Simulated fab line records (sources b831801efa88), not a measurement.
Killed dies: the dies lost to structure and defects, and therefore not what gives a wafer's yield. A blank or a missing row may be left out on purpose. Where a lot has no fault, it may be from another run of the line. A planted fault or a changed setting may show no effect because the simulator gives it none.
Check for tools in common    flow gf180mcu    Sampled: 13 lots, 39 wafers

THE REASON FOR OPENING IT
On 1 of the 13 lots, a flag is raised at GF_V1_CD_MEAS_14 on the reading cd-nm. Fault-free wafers read 260.3 nm, with a standard deviation of 1.
Rule: a lot is flagged in two cases, either no wafer of it has a number, or all its wafers with numbers fall more than 4 standard deviations from that mean. The other lots count as sound.

lot   measured      on         cd-nm (nm), wafer by wafer  flag
L935  day 18 06:16  cd-sem-02  260.5 260.3 259.8           
L936  day 18 17:50  cd-sem-02  260.7 260.7 260.1           
L937  day 19 00:47  cd-sem-02  260.5 259.9 260.7           
L939  day 20 05:56  cd-sem-02  261.1 261.5 261.1           
L942  day 21 05:36  cd-sem-01  260.0 260.7 260.6           
L943  day 21 13:18  cd-sem-01  260.4 259.2 259.7           
L944  day 22 02:33  cd-sem-01  259.8 259.8 258.9           
L950  day 24 03:42  cd-sem-01  234.2 233.3 233.3           FLAGGED
L951  day 24 15:05  cd-sem-01  257.5 259.0 259.3           
L952  day 24 19:44  cd-sem-01  261.3 261.4 262.2           
L953  day 24 21:20  cd-sem-02  259.4 258.4 259.0           
L954  day 25 05:27  cd-sem-02  259.8 261.0 261.1           
L957  day 26 00:35  cd-sem-02  261.5 260.3 260.3           
Average over the flagged lots: 233.6 nm; offset from the usual -26.7 nm, equal to -27 standard deviations.

EACH LOT AND THE TOOL IT RAN ON
2 process steps preceding the reading are held in the record, out of 602 steps in the route. Every cell lists first the tool, next ch and the chambers used by the sampled wafers, and last the start.
lot   flag     GF_M1_STRIP_17                        GF_V1_SOFTBAKE_10
L935           plasma-asher-04 ch 0,1, day 17 05:52  litho-track-04 ch 0, day 17 18:00
L936           plasma-asher-03 ch 0,1, day 17 16:46  litho-track-01 ch 0, day 18 05:00
L937           plasma-asher-02 ch 0,1, day 18 00:13  litho-track-04 ch 0, day 18 13:00
L939           plasma-asher-04 ch 0,1, day 19 04:44  litho-track-04 ch 0, day 19 18:00
L942           plasma-asher-03 ch 0,1, day 20 04:25  litho-track-04 ch 0, day 20 17:00
L943           plasma-asher-02 ch 0,1, day 20 12:08  litho-track-03 ch 0, day 21 01:00
L944           plasma-asher-03 ch 0,1, day 21 02:42  litho-track-04 ch 0, day 21 15:00
L950  FLAGGED  plasma-asher-04 ch 1, day 23 03:49    litho-track-04 ch 0, day 23 16:00
L951           plasma-asher-02 ch 0,1, day 23 15:57  litho-track-03 ch 0, day 24 04:00
L952           plasma-asher-04 ch 0,1, day 23 20:49  litho-track-03 ch 0, day 24 08:00
L953           plasma-asher-03 ch 0,1, day 23 21:55  litho-track-01 ch 0, day 24 10:00
L954           plasma-asher-02 ch 0,1, day 24 06:36  litho-track-03 ch 0, day 24 18:00
L957           plasma-asher-03 ch 0,1, day 25 02:12  litho-track-01 ch 0, day 25 14:00
What the steps here do:
- GF_M1_STRIP_17: strips in O2/N2.
- GF_V1_SOFTBAKE_10: time 60 s.
- GF_V1_CD_MEAS_14: target cd 260 nm.

FLAGGED AGAINST TOTAL, ONE TOOL AT A TIME (gauges that did the reading follow at the end)
step               tool             lots run  flagged  share of the flagged lots  sound lots run after its first flagged lot
GF_M1_STRIP_17     plasma-asher-02  4         0        none                       -
GF_M1_STRIP_17     plasma-asher-03  5         0        none                       -
GF_M1_STRIP_17     plasma-asher-04  4         1        all                        1 (L952)
GF_V1_SOFTBAKE_10  litho-track-01   3         0        none                       -
GF_V1_SOFTBAKE_10  litho-track-03   4         0        none                       -
GF_V1_SOFTBAKE_10  litho-track-04   6         1        all                        0
GF_V1_CD_MEAS_14   cd-sem-01        6         1        all                        2 (L951,L952)
GF_V1_CD_MEAS_14   cd-sem-02        7         0        none                       -

WHAT THE TABLE ALLOWS
All flagged lots were run by 3 table rows, namely plasma-asher-04 at GF_M1_STRIP_17, litho-track-04 at GF_V1_SOFTBAKE_10, cd-sem-01 at GF_V1_CD_MEAS_14.
- plasma-asher-04 at GF_M1_STRIP_17 ran 4 lots, 1 of them flagged. After the first flagged lot (L952), sound lots still ran on it; a lasting fault on the whole tool would not permit that.
- litho-track-04 at GF_V1_SOFTBAKE_10 ran 6 lots, 1 of them flagged. A fault beginning between L944 (day 21 15:00), its last sound lot, and L950 (day 23 16:00), its first flagged one, fits the data. Its own readings lie more than 4 standard deviations out on every wafer of the flagged lots: heater-power-total-W, plate-temp-C.
- cd-sem-01 at GF_V1_CD_MEAS_14 ran 6 lots, 1 of them flagged. After the first flagged lot (L951, L952), sound lots still ran on it; a lasting fault on the whole tool would not permit that.
One tool is left: litho-track-04 at GF_V1_SOFTBAKE_10.

WHAT THE SIMULATOR HAD INSERTED
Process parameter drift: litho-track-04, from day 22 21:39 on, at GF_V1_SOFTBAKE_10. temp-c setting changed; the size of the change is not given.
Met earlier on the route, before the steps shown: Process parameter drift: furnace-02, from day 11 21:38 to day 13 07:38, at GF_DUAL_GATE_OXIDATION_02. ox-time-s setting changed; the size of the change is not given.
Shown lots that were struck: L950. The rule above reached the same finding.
